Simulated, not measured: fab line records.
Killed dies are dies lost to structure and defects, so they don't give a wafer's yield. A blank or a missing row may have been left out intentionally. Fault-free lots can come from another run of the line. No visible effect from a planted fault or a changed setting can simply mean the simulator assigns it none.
Shared-tool check :: flow gf180mcu :: 39 wafers sampled across 13 lots

WHY THIS WAS OPENED
At GF_MIM_THK_MEAS_06 the reading MIM_CVD_05_THK is flagged on 2 of 13 lots. Fault-free wafers read 42.1 nm, with a standard deviation of 0.55.
Rule: a lot is flagged in two cases, either no wafer of it has a number, or all its wafers with numbers fall more than 4 standard deviations from that mean. The other lots count as sound.

lot: L220
measured: day 24 19:17
on: film_metro-04
MIM_CVD_05_THK (nm), wafer by wafer: 41.5 41.4 42.5
flag: 

lot: L222
measured: day 25 03:26
on: film_metro-03
MIM_CVD_05_THK (nm), wafer by wafer: 41.4 41.8 41.5
flag: 

lot: L223
measured: day 25 18:35
on: film_metro-04
MIM_CVD_05_THK (nm), wafer by wafer: 41.7 42.2 43.3
flag: 

lot: L224
measured: day 26 00:35
on: film_metro-03
MIM_CVD_05_THK (nm), wafer by wafer: 83.5 83.9 84.5
flag: FLAGGED

lot: L226
measured: day 26 12:21
on: film_metro-03
MIM_CVD_05_THK (nm), wafer by wafer: 83.5 83.4 84.3
flag: FLAGGED

lot: L236
measured: day 29 17:58
on: film_metro-04
MIM_CVD_05_THK (nm), wafer by wafer: 41.3 41.4 41.7
flag: 

lot: L237
measured: day 29 19:53
on: film_metro-04
MIM_CVD_05_THK (nm), wafer by wafer: 41.3 41.8 42.4
flag: 

lot: L238
measured: day 30 00:53
on: film_metro-03
MIM_CVD_05_THK (nm), wafer by wafer: 42.2 42.3 43.4
flag: 

lot: L239
measured: day 30 13:32
on: film_metro-01
MIM_CVD_05_THK (nm), wafer by wafer: 42.8 42.4 42.7
flag: 

lot: L240
measured: day 30 15:44
on: film_metro-03
MIM_CVD_05_THK (nm), wafer by wafer: 42.5 42.3 43.4
flag: 

lot: L241
measured: day 30 19:56
on: film_metro-03
MIM_CVD_05_THK (nm), wafer by wafer: 42.1 41.7 42.7
flag: 

lot: L242
measured: day 31 01:40
on: film_metro-03
MIM_CVD_05_THK (nm), wafer by wafer: 42.2 42.6 42.2
flag: 

lot: L243
measured: day 31 11:59
on: film_metro-01
MIM_CVD_05_THK (nm), wafer by wafer: 42.9 42.9 42.8
flag: 
The mean of the flagged lots' numbers is 83.8 nm, +41.7 nm from the usual (+76 standard deviations).

EACH LOT AND THE TOOL IT RAN ON
4 process steps preceding the reading are held in the record, out of 602 steps in the route. Read each cell as the tool, then ch plus the chambers that the sampled wafers visited, then the start.
lot: L220
flag: 
GF_M4_SPUTTER_04: pvd_sputter-01, day 22 19:31
GF_V4_STRIP_18: plasma_asher-04 ch 0, day 24 17:47
GF_MIM_SPUTTER_04: pvd_sputter-02, day 24 19:12
GF_MIM_CVD_05: pecvd-03 ch 0,1, day 24 19:14

lot: L222
flag: 
GF_M4_SPUTTER_04: pvd_sputter-01, day 23 04:16
GF_V4_STRIP_18: plasma_asher-01 ch 0,1, day 25 01:57
GF_MIM_SPUTTER_04: pvd_sputter-02, day 25 03:22
GF_MIM_CVD_05: pecvd-04 ch 0,1,2, day 25 03:24

lot: L223
flag: 
GF_M4_SPUTTER_04: pvd_sputter-01, day 23 19:25
GF_V4_STRIP_18: plasma_asher-04 ch 0,1, day 25 17:06
GF_MIM_SPUTTER_04: pvd_sputter-01, day 25 18:31
GF_MIM_CVD_05: pecvd-04 ch 0,2, day 25 18:34

lot: L224
flag: FLAGGED
GF_M4_SPUTTER_04: pvd_sputter-04, day 24 01:43
GF_V4_STRIP_18: plasma_asher-01 ch 0,1, day 25 22:54
GF_MIM_SPUTTER_04: pvd_sputter-02, day 26 00:19
GF_MIM_CVD_05: pecvd-03 ch 0,1, day 26 00:22

lot: L226
flag: FLAGGED
GF_M4_SPUTTER_04: pvd_sputter-02, day 24 14:22
GF_V4_STRIP_18: plasma_asher-01 ch 0,1, day 26 10:40
GF_MIM_SPUTTER_04: pvd_sputter-03, day 26 12:04
GF_MIM_CVD_05: pecvd-03 ch 0,2, day 26 12:06

lot: L236
flag: 
GF_M4_SPUTTER_04: pvd_sputter-01, day 27 20:48
GF_V4_STRIP_18: plasma_asher-04 ch 0,1, day 29 16:27
GF_MIM_SPUTTER_04: pvd_sputter-02, day 29 17:53
GF_MIM_CVD_05: pecvd-04 ch 0,1,2, day 29 17:56

lot: L237
flag: 
GF_M4_SPUTTER_04: pvd_sputter-02, day 27 23:08
GF_V4_STRIP_18: plasma_asher-01 ch 0,1, day 29 18:24
GF_MIM_SPUTTER_04: pvd_sputter-02, day 29 19:49
GF_MIM_CVD_05: pecvd-02 ch 1,2, day 29 19:51

lot: L238
flag: 
GF_M4_SPUTTER_04: pvd_sputter-01, day 28 08:29
GF_V4_STRIP_18: plasma_asher-01 ch 0,1, day 29 23:08
GF_MIM_SPUTTER_04: pvd_sputter-02, day 30 00:49
GF_MIM_CVD_05: pecvd-02 ch 0,1, day 30 00:52

lot: L239
flag: 
GF_M4_SPUTTER_04: pvd_sputter-02, day 28 23:16
GF_V4_STRIP_18: plasma_asher-01 ch 0,1, day 30 11:43
GF_MIM_SPUTTER_04: pvd_sputter-01, day 30 13:28
GF_MIM_CVD_05: pecvd-02 ch 0,1,2, day 30 13:31

lot: L240
flag: 
GF_M4_SPUTTER_04: pvd_sputter-01, day 29 00:45
GF_V4_STRIP_18: plasma_asher-04 ch 0,1, day 30 14:15
GF_MIM_SPUTTER_04: pvd_sputter-02, day 30 15:40
GF_MIM_CVD_05: pecvd-02 ch 1,2, day 30 15:42

lot: L241
flag: 
GF_M4_SPUTTER_04: pvd_sputter-02, day 29 04:22
GF_V4_STRIP_18: plasma_asher-01 ch 0,1, day 30 18:27
GF_MIM_SPUTTER_04: pvd_sputter-03, day 30 19:52
GF_MIM_CVD_05: pecvd-04 ch 1,2, day 30 19:54

lot: L242
flag: 
GF_M4_SPUTTER_04: pvd_sputter-01, day 29 10:08
GF_V4_STRIP_18: plasma_asher-01 ch 0,1, day 31 00:12
GF_MIM_SPUTTER_04: pvd_sputter-02, day 31 01:35
GF_MIM_CVD_05: pecvd-02 ch 0,1,2, day 31 01:37

lot: L243
flag: 
GF_M4_SPUTTER_04: pvd_sputter-02, day 29 20:55
GF_V4_STRIP_18: plasma_asher-01 ch 0,1, day 31 10:30
GF_MIM_SPUTTER_04: pvd_sputter-01, day 31 11:53
GF_MIM_CVD_05: pecvd-02 ch 0,1,2, day 31 11:56
What is done by these steps:
- GF_M4_SPUTTER_04: material TiN, target thk 50 nm, time 41.7 s.
- GF_V4_STRIP_18: strips in O2/N2.
- GF_MIM_SPUTTER_04: material TiN, target thk 50 nm, time 41.7 s.
- GF_MIM_CVD_05: deposits Si3N4, target thk 42 nm, time 29.086 s.
- GF_MIM_THK_MEAS_06

FLAGGED OVER TOTAL, TOOL BY TOOL (the gauges that took the reading come last)
step: GF_M4_SPUTTER_04
tool: pvd_sputter-01
lots run: 7
flagged: 0
share of the flagged lots: none
sound lots run after its first flagged lot: -

step: GF_M4_SPUTTER_04
tool: pvd_sputter-02
lots run: 5
flagged: 1
share of the flagged lots: some
sound lots run after its first flagged lot: 4 (L237,L239,L241,L243)

step: GF_M4_SPUTTER_04
tool: pvd_sputter-04
lots run: 1
flagged: 1
share of the flagged lots: some
sound lots run after its first flagged lot: 0

step: GF_V4_STRIP_18
tool: plasma_asher-01
lots run: 9
flagged: 2
share of the flagged lots: all
sound lots run after its first flagged lot: 6 (L237,L238,L239,L241,L242,L243)

step: GF_V4_STRIP_18
tool: plasma_asher-04
lots run: 4
flagged: 0
share of the flagged lots: none
sound lots run after its first flagged lot: -

step: GF_MIM_SPUTTER_04
tool: pvd_sputter-01
lots run: 3
flagged: 0
share of the flagged lots: none
sound lots run after its first flagged lot: -

step: GF_MIM_SPUTTER_04
tool: pvd_sputter-02
lots run: 8
flagged: 1
share of the flagged lots: some
sound lots run after its first flagged lot: 5 (L236,L237,L238,L240,L242)

step: GF_MIM_SPUTTER_04
tool: pvd_sputter-03
lots run: 2
flagged: 1
share of the flagged lots: some
sound lots run after its first flagged lot: 1 (L241)

step: GF_MIM_CVD_05
tool: pecvd-02
lots run: 6
flagged: 0
share of the flagged lots: none
sound lots run after its first flagged lot: -

step: GF_MIM_CVD_05
tool: pecvd-03
lots run: 3
flagged: 2
share of the flagged lots: all
sound lots run after its first flagged lot: 0

step: GF_MIM_CVD_05
tool: pecvd-04
lots run: 4
flagged: 0
share of the flagged lots: none
sound lots run after its first flagged lot: -

step: GF_MIM_THK_MEAS_06
tool: film_metro-01
lots run: 2
flagged: 0
share of the flagged lots: none
sound lots run after its first flagged lot: -

step: GF_MIM_THK_MEAS_06
tool: film_metro-03
lots run: 7
flagged: 2
share of the flagged lots: all
sound lots run after its first flagged lot: 4 (L238,L240,L241,L242)

step: GF_MIM_THK_MEAS_06
tool: film_metro-04
lots run: 4
flagged: 0
share of the flagged lots: none
sound lots run after its first flagged lot: -

THE TABLE: WHAT IT ALLOWS
Every flagged lot was run by 3 rows of the table: plasma_asher-01 at GF_V4_STRIP_18, pecvd-03 at GF_MIM_CVD_05 and film_metro-03 at GF_MIM_THK_MEAS_06.
- plasma_asher-01 at GF_V4_STRIP_18 ran 9 lots, 2 of them flagged. Lots that were sound ran on it after the first flagged one (L237, L238, L239, L241, L242, L243); a persistent fault on the entire tool would not allow that.
- pecvd-03 at GF_MIM_CVD_05 ran 3 lots, 2 of them flagged. A fault beginning between L220 (day 24 19:14), its last sound lot, and L224 (day 26 00:22), its first flagged one, fits the data.
- film_metro-03 at GF_MIM_THK_MEAS_06 ran 7 lots, 2 of them flagged. Lots that were sound ran on it after the first flagged one (L238, L240, L241, L242); a persistent fault on the entire tool would not allow that.
One tool is left: pecvd-03 at GF_MIM_CVD_05.

WHAT THE SIMULATOR HAD INSERTED
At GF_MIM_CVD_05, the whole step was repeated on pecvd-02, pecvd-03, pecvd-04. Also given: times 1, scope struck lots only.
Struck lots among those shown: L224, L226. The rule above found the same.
